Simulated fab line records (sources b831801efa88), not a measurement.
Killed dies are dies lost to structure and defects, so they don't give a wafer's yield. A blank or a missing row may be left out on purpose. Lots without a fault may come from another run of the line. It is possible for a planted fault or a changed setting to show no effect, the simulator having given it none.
Which tool was responsible? :: flow sky130 :: 36 wafers from 12 lots sampled at 5 of the route's 708 steps

WHAT THE GAUGES READ, wafer by wafer
SKY_NWELL_RS_MEAS_31: a four-point-probe measurement. Usual: for PWDE_RS the level is 5273 ohm/sq and the standard deviation is 21.
lot: L521
measured: day 5 05:28
on: film_metro-03
PWDE_RS (ohm/sq): 5280 5269 5287
flag: 

lot: L523
measured: day 5 17:01
on: film_metro-04
PWDE_RS (ohm/sq): 5251 5261 5249
flag: 

lot: L526
measured: day 7 06:28
on: film_metro-04
PWDE_RS (ohm/sq): 5274 5263 5243
flag: 

lot: L527
measured: day 7 11:33
on: film_metro-03
PWDE_RS (ohm/sq): 5254 5284 5253
flag: 

lot: L528
measured: day 7 18:36
on: film_metro-02
PWDE_RS (ohm/sq): 5269 5274 5261
flag: 

lot: L529
measured: day 7 20:18
on: film_metro-04
PWDE_RS (ohm/sq): 5225 5223 5248
flag: 

lot: L531
measured: day 7 22:49
on: film_metro-04
PWDE_RS (ohm/sq): 5285 5286 5292
flag: 

lot: L533
measured: day 8 12:09
on: film_metro-03
PWDE_RS (ohm/sq): 5262 5260 5264
flag: 

lot: L537
measured: day 9 07:42
on: film_metro-03
PWDE_RS (ohm/sq): 5323 5327 5318
flag: 

lot: L541
measured: day 10 14:04
on: film_metro-04
PWDE_RS (ohm/sq): 5272 5248 5256
flag: 

lot: L543
measured: day 10 22:48
on: film_metro-02
PWDE_RS (ohm/sq): 5277 5233 5262
flag: 

lot: L544
measured: day 11 03:13
on: film_metro-04
PWDE_RS (ohm/sq): 5275 5280 5278
flag: 

SKY_VT_ADJUST_HVTP_OVL_MEAS_08. Usual: for VT_ADJUST_HVTP_OVL the level is -0.7 nm and the standard deviation is 1.6.
lot: L521
measured: day 5 22:47
on: overlay-01
VT_ADJUST_HVTP_OVL (nm): -2.9 -1.2 -2.0
flag: 

lot: L523
measured: day 6 11:03
on: overlay-02
VT_ADJUST_HVTP_OVL (nm): -0.2 -3.5 -0.9
flag: 

lot: L526
measured: day 8 01:10
on: overlay-01
VT_ADJUST_HVTP_OVL (nm): -1.1 -0.6 -0.8
flag: 

lot: L527
measured: day 8 06:53
on: overlay-02
VT_ADJUST_HVTP_OVL (nm): -1.7 -0.8 -2.6
flag: 

lot: L528
measured: day 8 15:04
on: overlay-02
VT_ADJUST_HVTP_OVL (nm): 0.6 -0.7 1.2
flag: 

lot: L529
measured: day 8 17:40
on: overlay-01
VT_ADJUST_HVTP_OVL (nm): -2.3 -1.6 -1.0
flag: 

lot: L531
measured: day 8 20:08
on: overlay-01
VT_ADJUST_HVTP_OVL (nm): 0.9 2.6 1.0
flag: 

lot: L533
measured: day 9 09:40
on: overlay-02
VT_ADJUST_HVTP_OVL (nm): 2.0 1.0 1.5
flag: 

lot: L537
measured: day 10 06:44
on: overlay-01
VT_ADJUST_HVTP_OVL (nm): -1.5 -0.9 -1.7
flag: 

lot: L541
measured: day 11 12:31
on: overlay-02
VT_ADJUST_HVTP_OVL (nm): -2.5 -1.3 -2.5
flag: 

lot: L543
measured: day 11 21:51
on: overlay-02
VT_ADJUST_HVTP_OVL (nm): -0.6 0.5 -1.2
flag: 

lot: L544
measured: day 12 03:22
on: overlay-02
VT_ADJUST_HVTP_OVL (nm): 0.0 0.6 1.5
flag: 

SKY_VT_ADJUST_LVTN_TW_MEAS_10. Usual: for VT_ADJUST_LVTN_TW the level is 242.6 and the standard deviation is 1.5.
lot: L521
measured: day 6 17:45
on: film_metro-02
VT_ADJUST_LVTN_TW: 241.6 241.8 242.8
flag: 

lot: L523
measured: day 7 06:22
on: film_metro-03
VT_ADJUST_LVTN_TW: 241.5 241.7 242.6
flag: 

lot: L526
measured: day 8 22:25
on: film_metro-02
VT_ADJUST_LVTN_TW: 244.2 242.7 244.9
flag: 

lot: L527
measured: day 9 04:40
on: film_metro-03
VT_ADJUST_LVTN_TW: 240.8 240.4 241.4
flag: 

lot: L528
measured: day 9 11:59
on: film_metro-03
VT_ADJUST_LVTN_TW: 241.8 242.6 241.8
flag: 

lot: L529
measured: day 9 15:57
on: film_metro-02
VT_ADJUST_LVTN_TW: 245.2 244.2 242.1
flag: 

lot: L531
measured: day 9 18:47
on: film_metro-03
VT_ADJUST_LVTN_TW: 241.3 240.9 240.6
flag: 

lot: L533
measured: day 10 07:56
on: film_metro-02
VT_ADJUST_LVTN_TW: 130.7 130.0 130.7
flag: OFF

lot: L537
measured: day 11 05:58
on: film_metro-02
VT_ADJUST_LVTN_TW: 131.6 131.5 130.2
flag: OFF

lot: L541
measured: day 12 12:51
on: film_metro-03
VT_ADJUST_LVTN_TW: 238.9 240.1 239.4
flag: 

lot: L543
measured: day 12 22:23
on: film_metro-02
VT_ADJUST_LVTN_TW: 242.8 244.6 244.1
flag: 

lot: L544
measured: day 13 03:43
on: film_metro-01
VT_ADJUST_LVTN_TW: 244.1 243.1 243.4
flag: 

WHICH TOOL RAN EACH LOT (tool, then ch and the chambers of the sampled wafers, then the start)
lot: L521
SKY_FIELD_ISO_CMP_27: cmp-01 ch 0,1,3, day 2 11:11
SKY_VT_ADJUST_LVTN_IMPLANT_08: implanter-04 ch 0, day 6 17:30

lot: L523
SKY_FIELD_ISO_CMP_27: cmp-02 ch 1,2,3, day 2 18:36
SKY_VT_ADJUST_LVTN_IMPLANT_08: implanter-01 ch 0, day 7 06:07

lot: L526
SKY_FIELD_ISO_CMP_27: cmp-01 ch 0,3, day 3 21:20
SKY_VT_ADJUST_LVTN_IMPLANT_08: implanter-04 ch 0, day 8 22:11

lot: L527
SKY_FIELD_ISO_CMP_27: cmp-02 ch 2,3, day 4 04:38
SKY_VT_ADJUST_LVTN_IMPLANT_08: implanter-02 ch 0, day 9 04:25

lot: L528
SKY_FIELD_ISO_CMP_27: cmp-02 ch 0,1,3, day 4 08:58
SKY_VT_ADJUST_LVTN_IMPLANT_08: implanter-02 ch 0, day 9 11:44

lot: L529
SKY_FIELD_ISO_CMP_27: cmp-02 ch 1,2, day 4 13:08
SKY_VT_ADJUST_LVTN_IMPLANT_08: implanter-04 ch 0, day 9 15:44

lot: L531
SKY_FIELD_ISO_CMP_27: cmp-02 ch 2,3, day 4 17:34
SKY_VT_ADJUST_LVTN_IMPLANT_08: implanter-04 ch 0, day 9 18:34

lot: L533
SKY_FIELD_ISO_CMP_27: cmp-02 ch 0,1, day 5 04:39
SKY_VT_ADJUST_LVTN_IMPLANT_08: implanter-04 ch 0, day 10 07:41

lot: L537
SKY_FIELD_ISO_CMP_27: cmp-01 ch 1,2,3, day 5 22:02
SKY_VT_ADJUST_LVTN_IMPLANT_08: implanter-04 ch 0, day 11 05:43

lot: L541
SKY_FIELD_ISO_CMP_27: cmp-02 ch 0,1,3, day 6 21:17
SKY_VT_ADJUST_LVTN_IMPLANT_08: implanter-02 ch 0, day 12 12:36

lot: L543
SKY_FIELD_ISO_CMP_27: cmp-01 ch 0,1,3, day 7 07:04
SKY_VT_ADJUST_LVTN_IMPLANT_08: implanter-02 ch 0, day 12 22:08

lot: L544
SKY_FIELD_ISO_CMP_27: cmp-01 ch 0,2,3, day 7 09:50
SKY_VT_ADJUST_LVTN_IMPLANT_08: implanter-02 ch 0, day 13 03:28
- SKY_FIELD_ISO_CMP_27: polishes, stops on Si3N4, t overpolish 16 s, target thk 457.8 nm.
- SKY_VT_ADJUST_LVTN_IMPLANT_08

AS READ BY THE TOOLS THEMSELVES (means over the sampled wafers that have a number; for cases with no such wafer, the mark the record gives instead)
SKY_FIELD_ISO_CMP_27. Usual: motor_current_A 11.2 A, standard deviation 1; overpolish_run_s 15.999 s, standard deviation 0.0094; slurry_filter_dp_kPa 13.49 kPa, standard deviation 0.12; time_to_endpoint_s 110 s, standard deviation 3.9.
lot: L521
tool: cmp-01
motor_current_A (A): 11.5
overpolish_run_s (s): 16.006
slurry_filter_dp_kPa (kPa): 13.40
time_to_endpoint_s (s): 110
flag: 

lot: L523
tool: cmp-02
motor_current_A (A): 11.7
overpolish_run_s (s): 15.997
slurry_filter_dp_kPa (kPa): 13.45
time_to_endpoint_s (s): 113
flag: 

lot: L526
tool: cmp-01
motor_current_A (A): 12.6
overpolish_run_s (s): 15.995
slurry_filter_dp_kPa (kPa): 13.42
time_to_endpoint_s (s): 109
flag: 

lot: L527
tool: cmp-02
motor_current_A (A): 11.7
overpolish_run_s (s): 15.995
slurry_filter_dp_kPa (kPa): 13.54
time_to_endpoint_s (s): 106
flag: 

lot: L528
tool: cmp-02
motor_current_A (A): 11.0
overpolish_run_s (s): 16.000
slurry_filter_dp_kPa (kPa): 13.49
time_to_endpoint_s (s): 105
flag: 

lot: L529
tool: cmp-02
motor_current_A (A): 11.7
overpolish_run_s (s): 16.001
slurry_filter_dp_kPa (kPa): 13.58
time_to_endpoint_s (s): 104
flag: 

lot: L531
tool: cmp-02
motor_current_A (A): 11.5
overpolish_run_s (s): 15.996
slurry_filter_dp_kPa (kPa): 13.48
time_to_endpoint_s (s): 106
flag: 

lot: L533
tool: cmp-02
motor_current_A (A): 11.1
overpolish_run_s (s): 15.989
slurry_filter_dp_kPa (kPa): 13.52
time_to_endpoint_s (s): 111
flag: 

lot: L537
tool: cmp-01
motor_current_A (A): 10.7
overpolish_run_s (s): 16.000
slurry_filter_dp_kPa (kPa): 13.59
time_to_endpoint_s (s): 113
flag: 

lot: L541
tool: cmp-02
motor_current_A (A): 11.2
overpolish_run_s (s): 16.002
slurry_filter_dp_kPa (kPa): 13.39
time_to_endpoint_s (s): 107
flag: 

lot: L543
tool: cmp-01
motor_current_A (A): 12.0
overpolish_run_s (s): 16.001
slurry_filter_dp_kPa (kPa): 13.37
time_to_endpoint_s (s): 116
flag: 

lot: L544
tool: cmp-01
motor_current_A (A): 11.2
overpolish_run_s (s): 15.991
slurry_filter_dp_kPa (kPa): 13.39
time_to_endpoint_s (s): 113
flag: 

SKY_VT_ADJUST_LVTN_IMPLANT_08. Usual: dose_ions_cm2 1.5699e+12, standard deviation 1.9e+09; faraday_current_uA 8.84, standard deviation 0.16.
lot: L521
tool: implanter-04
dose_ions_cm2: 1.5702e+12
faraday_current_uA: 8.89
flag: 

lot: L523
tool: implanter-01
dose_ions_cm2: 1.5706e+12
faraday_current_uA: 8.75
flag: 

lot: L526
tool: implanter-04
dose_ions_cm2: 1.5711e+12
faraday_current_uA: 8.98
flag: 

lot: L527
tool: implanter-02
dose_ions_cm2: 1.5691e+12
faraday_current_uA: 9.06
flag: 

lot: L528
tool: implanter-02
dose_ions_cm2: 1.5663e+12
faraday_current_uA: 8.81
flag: 

lot: L529
tool: implanter-04
dose_ions_cm2: 1.5704e+12
faraday_current_uA: 8.87
flag: 

lot: L531
tool: implanter-04
dose_ions_cm2: 1.5679e+12
faraday_current_uA: 8.78
flag: 

lot: L533
tool: implanter-04
dose_ions_cm2: 1.5673e+11
faraday_current_uA: 0.89
flag: OFF

lot: L537
tool: implanter-04
dose_ions_cm2: 1.5833e+11
faraday_current_uA: 0.89
flag: OFF

lot: L541
tool: implanter-02
dose_ions_cm2: 1.5681e+12
faraday_current_uA: 8.79
flag: 

lot: L543
tool: implanter-02
dose_ions_cm2: 1.5696e+12
faraday_current_uA: 8.73
flag: 

lot: L544
tool: implanter-02
dose_ions_cm2: 1.5716e+12
faraday_current_uA: 8.83
flag: 

THE ANSWER, worked out from the rows above alone
Rule: take the mean of a lot's wafers that have a number; if it is more than 3 standard deviations from the usual mean, the lot is off. A lot without any number at a reading at which 4 lots or more have one is off too. All remaining lots with rows at the step are treated as sound. First the gauges in route order, then the tools' own readings, where a lot's mean is used as printed above. The first step at which some lot is off is used, and at that step the reading that is off furthest; a lot without a number counts as furthest.
Off: at SKY_VT_ADJUST_LVTN_TW_MEAS_10 (VT_ADJUST_LVTN_TW), L533, L537.
A tool fits if, at a process step before that reading, it ran every lot that is off, and no sound lot after the first of them. Not tried: the gauges at SKY_VT_ADJUST_LVTN_TW_MEAS_10; whatever is off there is also off at SKY_VT_ADJUST_LVTN_IMPLANT_08, on other tools, and gauge error can't account for it. One fits: SKY_VT_ADJUST_LVTN_IMPLANT_08 on implanter-04. A fault onset in the window from L531 (day 9 18:34, its last sound lot) to L533 (day 10 07:41, its first lot off) fits.
The tool's own readings at SKY_VT_ADJUST_LVTN_IMPLANT_08 bear it out: on the lots that are off they differ by more than 5 times the standard deviation of the sound lots' means. dose_ions_cm2 reads 1.5753e+11 there against 1.5695e+12 on the sound lots; faraday_current_uA reads 0.89 there against 8.85 on the sound lots.

WHAT HAD BEEN PUT IN BY THE SIMULATOR
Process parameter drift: implanter-04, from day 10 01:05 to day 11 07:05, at SKY_VT_ADJUST_LVTN_IMPLANT_08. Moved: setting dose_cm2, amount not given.
Struck lots among those shown: L533, L537. The same result came from the rule above.
